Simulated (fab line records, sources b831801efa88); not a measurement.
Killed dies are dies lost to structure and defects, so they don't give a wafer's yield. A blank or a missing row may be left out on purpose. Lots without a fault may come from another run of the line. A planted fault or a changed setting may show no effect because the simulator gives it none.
Which tool did it? | flow sfq_line | 7 lots, 21 wafers sampled, at 2 steps of a route of 325

WHAT THE GAUGES READ, wafer by wafer
SFQ_I1_OVL_MEAS_913.
lot  | measured     | on         | I1_OVL (nm)
L257 | day 22 21:29 | overlay-02 | 1 8 6
L259 | day 23 19:06 | overlay-01 | -11 -8 -8
L261 | day 25 03:29 | overlay-02 | 5 4 4
L264 | day 26 12:05 | overlay-01 | 8 10 4
L266 | day 27 01:44 | overlay-02 | -3 2 5
L269 | day 34 05:45 | overlay-01 | -4 -5 -2
L273 | day 35 15:16 | overlay-01 | -3 1 -2

WHICH TOOL RAN EACH LOT (tool, then ch and the chambers of the sampled wafers, then the start)
lot  | SFQ_TRILAYER_I0_DEP_PECVD_027
L257 | pecvd-02 ch 0,1, day 11 13:30
L259 | pecvd-04 ch 0,1,2, day 12 04:43
L261 | pecvd-02 ch 0,2, day 12 23:06
L264 | pecvd-02 ch 0,2, day 13 14:42
L266 | pecvd-02 ch 0,1,2, day 14 07:35
L269 | pecvd-02 ch 0,2, day 15 11:19
L273 | pecvd-03 ch 1,2, day 16 14:15
- SFQ_TRILAYER_I0_DEP_PECVD_027: deposits SiO2 from SiH4/N2O, time 111.11 s, target thk 500 nm.

THE ANSWER, worked out from the rows above alone
Rule: what is usual is taken from the lots themselves. Put in order of their means at a reading, lots are off if they are a third of the lots or fewer, leave a main group of 4 or more, and stand apart from it by a gap of 3 or more times the standard deviation of the main group's means; of several such gaps the widest counts. A main group whose means are all the same, to the digits that the tables above print for the reading, isn't used. A lot without any number at a reading at which 4 lots or more have one is off too. The other lots that the step has rows for count as sound.
No lot is off at any reading shown: from this, nothing can be told.

WHAT THE SIMULATOR HAD PUT IN
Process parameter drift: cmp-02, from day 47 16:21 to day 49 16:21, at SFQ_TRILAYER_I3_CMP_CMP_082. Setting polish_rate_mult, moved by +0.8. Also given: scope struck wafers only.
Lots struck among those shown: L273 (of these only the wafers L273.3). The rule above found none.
